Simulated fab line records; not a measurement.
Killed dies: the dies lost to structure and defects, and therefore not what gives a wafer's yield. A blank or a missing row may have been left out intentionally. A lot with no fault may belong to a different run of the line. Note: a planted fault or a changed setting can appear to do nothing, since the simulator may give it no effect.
fab line records	flow sfq-line
record lots=14	wafers=42	last-day=91
route steps=325 shown C5@247 M7@285 I7@298
lots that met no fault: from a run of the same line without faults
start-h: the number of hours between the record's first day and the start of the first shown wafer of the lot	wait-h: time in hours since the lot's previous step	" the same as in the row above	L1.1+2: one row covering several wafers at once	- either no value or no given start	* or withheld: withheld	< > ~ a bound
route shown NAME@n: a module of which the file shows steps, and the number in the route of the first	usual: average and standard deviation across the fault-free wafers	same: alike in all rows	chamber/n: place in a boat	sites: readings site by site	_std_site: standard deviation of those values	_edge_site: the outer-site mean with the inner-site mean subtracted	radius-mm: how far each site lies from the wafer's centre	mask NAME#n: copy n	behind: the last tool/chamber to shape the wafer	hold: why the lot was held/for how many hours/how that ended	device: the transistor (n, p or np) that didn't switch	end of line: tests of these same wafers at the route's end	for a step that has no rows: nothing shown but its recipe	killed: dies lost to structure and defects at the first sort, not the wafer's yield	map: dies across one wafer; x = killed, . = not, _ = none there
set.NAME: setting as actually run; set.NAME@STEP: the setting as run at that earlier step	model.NAME: the simulator's own value behind a step, which no gauge read
the route's steps for a sample of lots (tables are steps, rows are wafers)
services: the hour from which a tool's chamber was out of use, counted from the record's first day as start-h (under 0 if before that day), plus the number of hours and why
## steps
# step SFQ_TRILAYER_C5_BARC_OPEN_VIA_ETCH_210
# recipe mask-material=PR	chemistry=O2	target-depth-nm=125	target=BARC	source-w=500	bias-w=80	pressure-mtorr=30	time-s=41.7
# usual bias-w=80.04/0.27	chamber-pressure-mTorr=29.998/0.026	drypump-motor-current-A=5.7/0.41	oes-product-au=0.685/0.0045
lot.wafer	tool	chamber	start-h	wait-h	bias-w	chamber-pressure-mTorr	drypump-motor-current-A	oes-product-au	rf-hours-counter-h
L419.4	rie-diel-04	1	1712.40	0.0	79.83	29.958	6.2	0.686	20
L419.5	"	0	"	"	80.12	30.021	5.4	0.696	-
L419.6	"	1	"	"	80.03	30.008	6.2	0.683	-
L420.1	rie-diel-04	3	1742.50	0.0	80.10	30.001	5.9	0.686	4
L420.4	"	1	"	"	79.95	30.024	6.2	0.691	20
L420.6	"	0	"	"	80.08	29.969	5.5	0.684	-
L421.4	rie-diel-04	3	1755.70	0.0	79.94	30.020	5.9	0.685	4
L421.5	"	3	"	"	80.04	29.975	5.9	0.685	-
L421.6	"	2	"	"	80.14	30.012	5.5	0.684	-
L422.1	rie-diel-02	2	1783.30	0.0	80.49	29.971	5.9	0.683	4
L422.2	"	3	"	"	80.15	30.025	6.2	0.685	13
L422.4	"	0	"	"	80.61	29.946	5.9	0.687	2
L423.3	rie-diel-04	0	1784.50	0.0	79.99	30.033	5.4	0.686	11
L423.5	"	1	"	"	79.98	29.988	6.2	0.681	-
L423.6	"	0	"	"	79.88	30.035	5.4	0.681	-
L424.1	rie-diel-02	2	1792.90	0.0	80.33	29.937	5.9	0.684	4
L424.2	"	1	"	"	80.38	29.978	5.2	0.691	17
L424.3	"	0	"	"	80.25	29.992	6.0	0.688	3
L428.4	rie-diel-04	3	1832.50	0.0	79.65	30.021	5.9	0.682	5
L428.5	"	3	"	"	79.81	29.944	5.9	0.692	-
L428.6	"	0	"	"	80.07	30.057	5.5	0.684	-
L429.3	rie-diel-02	0	1834.90	0.0	80.00	29.997	6.0	0.683	3
L429.4	"	3	"	"	80.35	29.977	6.2	0.684	14
L429.5	"	0	"	"	80.39	30.029	5.9	0.688	-
L430.3	rie-diel-03	3	1836.10	0.0	80.20	29.964	5.8	0.687	12
L430.5	"	0	"	"	79.99	29.967	5.6	0.680	-
L430.6	"	1	"	"	80.25	30.032	5.6	0.685	-
L435.3	rie-diel-03	3	1856.30	0.0	80.24	29.971	5.8	0.685	13
L435.4	"	0	"	"	80.06	29.995	5.6	0.684	1
L435.5	"	0	"	"	80.00	30.001	5.6	0.684	-
L436.2	rie-diel-03	0	1876.57	0.0	80.67	30.012	5.6	0.682	1
L436.4	"	3	"	"	80.09	30.046	5.7	0.679	13
L436.6	"	0	"	"	80.09	29.965	5.5	0.676	-
L437.4	rie-diel-02	3	1877.79	0.0	79.81	29.983	6.2	0.684	-
L437.5	"	2	"	"	80.18	30.012	5.9	0.683	-
L437.6	"	0	"	"	80.09	29.929	6.0	0.687	-
L439.1	rie-diel-02	2	1881.37	0.0	79.82	29.984	5.9	0.689	6
L439.4	"	3	"	"	80.19	30.000	6.2	0.686	-
L439.6	"	2	"	"	79.65	29.971	5.9	0.686	-
L441.2	rie-diel-04	1	1883.77	0.0	80.10	30.008	6.2	0.677	1
L441.4	"	0	"	"	80.32	29.971	5.5	0.685	13
L441.5	"	1	"	"	80.36	30.010	6.2	0.688	-
# step SFQ_TRILAYER_M7_LITHO_COAT_182
# recipe resist=BARC	spin-rpm=3000	resist-thk-nm=62
lot.wafer	tool	chamber	start-h	wait-h
L419.4+5+6	litho-track-01	0	1832.78	0.2
L420.1+4+6	litho-track-02	0	1864.90	0.1
L421.4+5+6	litho-track-03	0	1872.08	0.2
L422.1+2+4	litho-track-01	0	1891.02	0.1
L423.3+5+6	litho-track-02	0	1902.62	0.1
L424.1+2+3	litho-track-01	0	1906.12	0.1
L428.4+5+6	litho-track-01	0	1938.85	0.2
L429.3+4+5	litho-track-03	0	1939.82	0.1
L430.3+5+6	litho-track-01	0	1941.02	0.1
L435.3+4+5	litho-track-02	0	1985.44	0.1
L436.2+4+6	litho-track-02	0	1990.17	0.1
L437.4+5+6	litho-track-02	0	1992.09	0.2
L439.1+4+6	litho-track-03	0	1993.72	0.1
L441.2+4+5	litho-track-03	0	1998.57	0.1
# step SFQ_TRILAYER_M7_BARC_OPEN_METAL_ETCH_229
# recipe mask-material=PR	chemistry=O2	target-depth-nm=125	target=BARC	icp-w=600	bias-w=80	pressure-mtorr=10	time-s=41.7
# usual bias-w=80.00/0.25	chamber-pressure-mTorr=10.000/0.0092	drypump-motor-current-A=6.2/0.38	oes-product-au=0.685/0.0043
lot.wafer	tool	chamber	start-h	wait-h	bias-w	chamber-pressure-mTorr	drypump-motor-current-A	oes-product-au	rf-hours-counter-h
L419.4	rie-metal-04	0	1837.12	0.0	80.24	9.996	6.4	0.680	-
L419.5	"	0	"	"	80.22	10.024	6.5	0.685	-
L419.6	"	1	"	"	80.05	10.004	6.7	0.683	-
L420.1	rie-metal-04	0	1892.40	0.0	79.77	10.001	6.5	0.682	61
L420.4	"	1	"	"	79.97	10.019	6.6	0.689	-
L420.6	"	1	"	"	80.50	10.014	6.6	0.687	-
L421.4	rie-metal-03	1	1894.82	0.0	80.11	9.994	6.1	0.681	-
L421.5	"	0	"	"	79.76	9.990	6.3	0.685	-
L421.6	"	1	"	"	79.73	9.989	6.1	0.677	-
L422.1	rie-metal-02	0	1909.20	0.0	79.94	9.992	6.0	0.683	122
L422.2	"	1	"	"	79.96	10.004	5.5	0.682	71
L422.4	"	1	"	"	79.72	10.002	5.6	0.683	-
L423.3	rie-metal-04	0	1910.42	0.0	80.03	10.000	6.5	0.686	-
L423.5	"	0	"	"	80.30	10.016	6.4	0.687	-
L423.6	"	1	"	"	79.82	9.996	6.6	0.686	-
L424.1	rie-metal-02	0	1914.00	0.0	79.90	9.996	6.1	0.681	123
L424.2	"	1	"	"	79.65	9.991	5.6	0.684	72
L424.3	"	1	"	"	79.59	9.988	5.5	0.675	-
L428.4	rie-metal-02	0	1941.45	0.0	80.03	10.003	6.0	0.682	-
L428.5	"	1	"	"	79.62	9.999	5.6	0.706	-
L428.6	"	0	"	"	80.14	10.003	6.0	0.685	-
L429.3	rie-metal-04	1	1942.65	0.0	79.98	10.007	6.6	0.692	-
L429.4	"	0	"	"	80.14	9.990	6.4	0.680	-
L429.5	"	0	"	"	79.83	9.996	6.4	0.678	-
L430.3	rie-metal-02	1	1943.85	0.0	80.05	9.998	5.6	0.716	-
L430.5	"	0	"	"	80.05	10.004	6.0	0.707	-
L430.6	"	1	"	"	80.13	9.987	5.5	0.691	-
L435.3	rie-metal-02	1	1989.68	0.0	80.06	9.993	5.6	0.682	-
L435.4	"	0	"	"	79.91	10.001	6.0	0.684	-
L435.5	"	0	"	"	79.95	10.007	6.0	0.679	-
L436.2	rie-metal-03	0	1994.60	0.0	79.80	10.001	6.4	0.684	133
L436.4	"	0	"	"	80.25	10.000	6.4	0.688	-
L436.6	"	0	"	"	80.41	10.001	6.4	0.685	-
L437.4	rie-metal-02	0	1995.82	0.0	80.37	9.997	6.1	0.686	-
L437.5	"	1	"	"	79.65	9.984	5.6	0.685	-
L437.6	"	0	"	"	80.58	10.006	6.1	0.681	-
L439.1	rie-metal-03	0	1998.20	0.0	80.09	9.993	6.4	0.689	134
L439.4	"	0	"	"	79.90	10.007	6.4	0.680	-
L439.6	"	1	"	"	80.14	10.011	6.1	0.687	-
L441.2	rie-metal-04	1	2001.80	0.0	79.92	9.999	6.6	0.684	89
L441.4	"	0	"	"	79.57	10.014	6.4	0.680	-
L441.5	"	1	"	"	79.94	10.012	6.6	0.681	-
# step SFQ_I7_BOW_MEAS_946
# recipe mode=bow
# usual I7_BOW=8/9.8
lot.wafer	tool	chamber	start-h	wait-h	I7_BOW[um]
L419.4	film-metro-04	-	1844.28	2.6	-9
L419.5	"	-	"	"	5
L419.6	"	-	"	"	1
L420.1	film-metro-04	-	1897.04	1.5	-4
L420.4	"	-	"	"	10
L420.6	"	-	"	"	-9
L421.4	film-metro-03	-	1898.90	2.6	22
L421.5	"	-	"	"	19
L421.6	"	-	"	"	26
L422.1	film-metro-04	-	1916.84	1.0	6
L422.2	"	-	"	"	13
L422.4	"	-	"	"	10
L423.3	film-metro-01	-	1918.90	1.5	22
L423.5	"	-	"	"	4
L423.6	"	-	"	"	26
L424.1	film-metro-04	-	1922.84	1.0	18
L424.2	"	-	"	"	10
L424.3	"	-	"	"	12
L428.4	film-metro-04	-	1945.52	1.6	8
L428.5	"	-	"	"	8
L428.6	"	-	"	"	2
L429.3	film-metro-01	-	1946.70	2.5	20
L429.4	"	-	"	"	15
L429.5	"	-	"	"	22
L430.3	film-metro-03	-	1948.82	1.0	15
L430.5	"	-	"	"	22
L430.6	"	-	"	"	15
L435.3	film-metro-01	-	1996.65	1.5	-3
L435.4	"	-	"	"	0
L435.5	"	-	"	"	-8
L436.2	film-metro-04	-	1999.63	1.0	12
L436.4	"	-	"	"	10
L436.6	"	-	"	"	27
L437.4	film-metro-01	-	2001.91	1.1	16
L437.5	"	-	"	"	8
L437.6	"	-	"	"	15
L439.1	film-metro-03	-	2004.85	1.0	6
L439.4	"	-	"	"	17
L439.6	"	-	"	"	4
L441.2	film-metro-03	-	2008.63	2.5	19
L441.4	"	-	"	"	9
L441.5	"	-	"	"	15
# step SFQ_I7_OVL_MEAS_947
# usual I7_OVL=2/5.5
lot.wafer	tool	chamber	start-h	wait-h	I7_OVL[nm]
L419.4	overlay-02	-	1863.35	0.1	-6
L419.5	"	-	"	"	-7
L419.6	"	-	"	"	-2
L420.1	overlay-01	-	1985.26	0.1	9
L420.4	"	-	"	"	10
L420.6	"	-	"	"	8
L421.4	overlay-01	-	1987.68	0.1	3
L421.5	"	-	"	"	3
L421.6	"	-	"	"	8
L422.1	overlay-01	-	2005.66	0.1	6
L422.2	"	-	"	"	6
L422.4	"	-	"	"	1
L423.3	overlay-01	-	2009.27	0.1	8
L423.5	"	-	"	"	1
L423.6	"	-	"	"	8
L424.1	overlay-01	-	2017.36	0.1	-13
L424.2	"	-	"	"	-15
L424.3	"	-	"	"	-7
L428.4	overlay-01	-	2040.18	0.1	-3
L428.5	"	-	"	"	6
L428.6	"	-	"	"	1
L429.3	overlay-02	-	2041.37	0.1	0
L429.4	"	-	"	"	3
L429.5	"	-	"	"	2
L430.3	overlay-02	-	2043.77	0.1	7
L430.5	"	-	"	"	1
L430.6	"	-	"	"	12
L435.3	overlay-02	-	2086.56	0.1	8
L435.4	"	-	"	"	7
L435.5	"	-	"	"	7
L436.2	overlay-01	-	2088.95	0.1	8
L436.4	"	-	"	"	10
L436.6	"	-	"	"	4
L437.4	overlay-01	-	2090.16	0.1	2
L437.5	"	-	"	"	4
L437.6	"	-	"	"	5
L439.1	overlay-01	-	2092.55	0.1	2
L439.4	"	-	"	"	6
L439.6	"	-	"	"	4
L441.2	overlay-02	-	2096.15	0.1	6
L441.4	"	-	"	"	-2
L441.5	"	-	"	"	-2
## services
tool	chamber	start-h	hours	kind
rie-diel-02	0	1714.11	6.5	repair
rie-diel-02	0	1722.91	16.1	repair
rie-diel-02	1	1736.06	1.7	repair
rie-diel-04	3	1748.55	6.2	repair
rie-diel-03	3	1757.79	6.9	repair
rie-diel-03	0	1788.05	6.0	repair
rie-diel-03	-	1789.89	0.4	repair
rie-diel-04	1	1790.77	-	clean
rie-diel-04	1	1790.77	23.8	scheduled-down
rie-diel-04	1	1790.77	23.8	vent-cycle
rie-diel-02	2	1793.02	4.3	repair
rie-diel-02	-	1828.77	0.7	repair
rie-metal-04	-	1882.24	4.3	pm
rie-diel-02	1	1884.70	3.0	repair
rie-diel-03	2	1889.65	6.9	repair
rie-diel-04	3	1900.63	10.0	repair
rie-metal-04	-	1916.54	2.8	pm
rie-metal-02	-	1919.31	0.6	repair
rie-diel-03	1	1920.55	2.6	repair
rie-diel-02	1	1929.05	21.4	repair
rie-diel-03	2	1944.95	3.7	repair
rie-diel-04	2	1952.37	-	clean
rie-metal-02	-	1977.56	2.8	pm
rie-metal-02	-	1981.10	0.8	repair
## key
first-sign step=SFQ_TRILAYER_M7_BARC_OPEN_METAL_ETCH_229	reading=oes-product-au	direction=up	sigmas=5.8	usual=0.685	struck=0.709
effect none on later readings
met-at SFQ_TRILAYER_M7_LITHO_COAT_182
struck-lots L428,L430
struck-wafers L428.5,L430.3,L430.5
not-acting-at SFQ_TRILAYER_C5_BARC_OPEN_VIA_ETCH_210,SFQ_I7_BOW_MEAS_946,SFQ_I7_OVL_MEAS_947
onset-between 1906.12 1938.85
fault kind=process-parameter-drift	tool=litho-track-01	chamber=-	onset-h=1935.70	steps=SFQ_TRILAYER_M7_LITHO_COAT_182	channel=resist-thk-nm	offset=4.2648	shape=step	end-h=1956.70	scope=struck-wafers-only	acts-in=these-recipes-only	stated=62
